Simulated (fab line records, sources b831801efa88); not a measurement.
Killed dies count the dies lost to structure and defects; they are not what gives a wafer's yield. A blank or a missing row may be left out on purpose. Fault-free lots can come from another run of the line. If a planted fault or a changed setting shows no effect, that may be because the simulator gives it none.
Lot-split experiment + flow sfq line + 23 wafers read across 5 lots, on a route 325 steps long

## ON THE SPLIT
At SFQ_TRILAYER_JJ_CE_LITHO_COAT_119 (resist thk 62 nm), the setting spin rpm was moved away from the recipe's 3000 rpm on 9 of the 23 wafers read, by +3.6% to +6.9%. All remaining wafers had this setting at the recipe value.

The reading is taken at the split's own step.

## THE READING
BARC_of_TRILAYER_JJ_CE_LITHO_COAT_119.thk nm (the simulator's own value, which no gauge read), in nm, at SFQ_TRILAYER_JJ_CE_LITHO_COAT_119 (resist thk 62 nm). The file does not state a usual value for it. Average 61.96 nm, standard deviation 0.17 nm, over the 14 wafers here run with the recipe.

| wafer  | tool, chamber at the split | spin rpm as run, rpm | against the recipe | BARC_of_TRILAYER_JJ_CE_LITHO_COAT_119.thk nm, nm | against lot-mates on the recipe |
|--------|----------------------------|----------------------|--------------------|--------------------------------------------------|---------------------------------|
| L077.1 | litho track-03, 0          | 3207                 | +6.9%              | 59.74                                            | -1.98                           |
| L077.2 | litho track-03, 0          | 3207                 | +6.9%              | 59.69                                            | -2.03                           |
| L077.3 | litho track-03, 0          | 3207                 | +6.9%              | 59.66                                            | -2.06                           |
| L077.4 | litho track-03, 0          | 3000                 | recipe             | 61.65                                            | -                               |
| L077.5 | litho track-03, 0          | 3000                 | recipe             | 61.78                                            | -                               |
| L079.1 | litho track-03, 0          | 3109                 | +3.6%              | 60.7                                             | -1.13                           |
| L079.2 | litho track-03, 0          | 3000                 | recipe             | 61.72                                            | -                               |
| L079.3 | litho track-03, 0          | 3000                 | recipe             | 61.95                                            | -                               |
| L079.5 | litho track-03, 0          | 3109                 | +3.6%              | 60.58                                            | -1.25                           |
| L079.6 | litho track-03, 0          | 3000                 | recipe             | 61.81                                            | -                               |
| L080.1 | litho track-03, 0          | 3000                 | recipe             | 62.02                                            | -                               |
| L080.2 | litho track-03, 0          | 3000                 | recipe             | 62.2                                             | -                               |
| L080.3 | litho track-03, 0          | 3171                 | +5.7%              | 60.33                                            | -1.84                           |
| L080.4 | litho track-03, 0          | 3000                 | recipe             | 62.28                                            | -                               |
| L080.6 | litho track-03, 0          | 3171                 | +5.7%              | 60.22                                            | -1.95                           |
| L081.2 | litho track-03, 0          | 3158                 | +5.3%              | 60.54                                            | -1.50                           |
| L081.3 | litho track-03, 0          | 3000                 | recipe             | 62.15                                            | -                               |
| L081.4 | litho track-03, 0          | 3000                 | recipe             | 61.99                                            | -                               |
| L081.5 | litho track-03, 0          | 3158                 | +5.3%              | 60.27                                            | -1.77                           |
| L081.6 | litho track-03, 0          | 3000                 | recipe             | 61.97                                            | -                               |
| L083.2 | litho track-03, 0          | 3000                 | recipe             | 61.95                                            | -                               |
| L083.4 | litho track-03, 0          | 3000                 | recipe             | 61.94                                            | -                               |
| L083.5 | litho track-03, 0          | 3000                 | recipe             | 62.06                                            | -                               |

THE FIT
A straight line over all 23 wafers: BARC_of_TRILAYER_JJ_CE_LITHO_COAT_119.thk nm changes by -0.317 nm for each +1% of spin rpm; r = -0.98; the points scatter about the line by 0.17 nm.
The same after taking each lot's own level away (the mean of its wafers on the recipe; 23 wafers): -0.306 nm for each +1%; r = -0.99; scatter 0.11 nm.
Per that fit: largest spin rpm move, reading shift of 2.1 nm.
The span of the lots' own levels, 61.715 to 62.167 nm, comes to 2.6 times the standard deviation stated above.
So the lot-to-lot level changes the slope little: the two slopes agree.
Check: for one of the wafers moved furthest among these (+6.9%), held out of the fit, the line's prediction against its lot-mates is -2.15 nm. It came out at -1.98 nm against them.

## ADDITIONAL SPLITS CARRIED BY THESE WAFERS
Before the reading, these wafers also passed through other splits. Each is held against what the fit with the lots' levels taken away leaves over:
| other split on the same wafers               | wafers away from the commonest value | r with BARC_of_TRILAYER_JJ_CE_LITHO_COAT_119.thk nm (lot level and that fit taken away) |
|----------------------------------------------|--------------------------------------|-----------------------------------------------------------------------------------------|
| SFQ_TRILAYER_M4_DEP_SPUTTER_091 time s       | 5                                    | -0.01                                                                                   |
| SFQ_TRILAYER_M4_LITHO_COAT_093 spin rpm      | 8                                    | +0.05                                                                                   |
| SFQ_TRILAYER_M4_ETCH_METAL_ETCH_096 time s   | 8                                    | +0.38                                                                                   |
| SFQ_TRILAYER_I4_VIA_LITHO_PEB_106 peb temp c | 5                                    | -0.01                                                                                   |

## THE FILE'S OWN FIT
BARC_of_TRILAYER_JJ_CE_LITHO_COAT_119.thk nm changes by -0.311 nm for each +1% of spin rpm, r = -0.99.
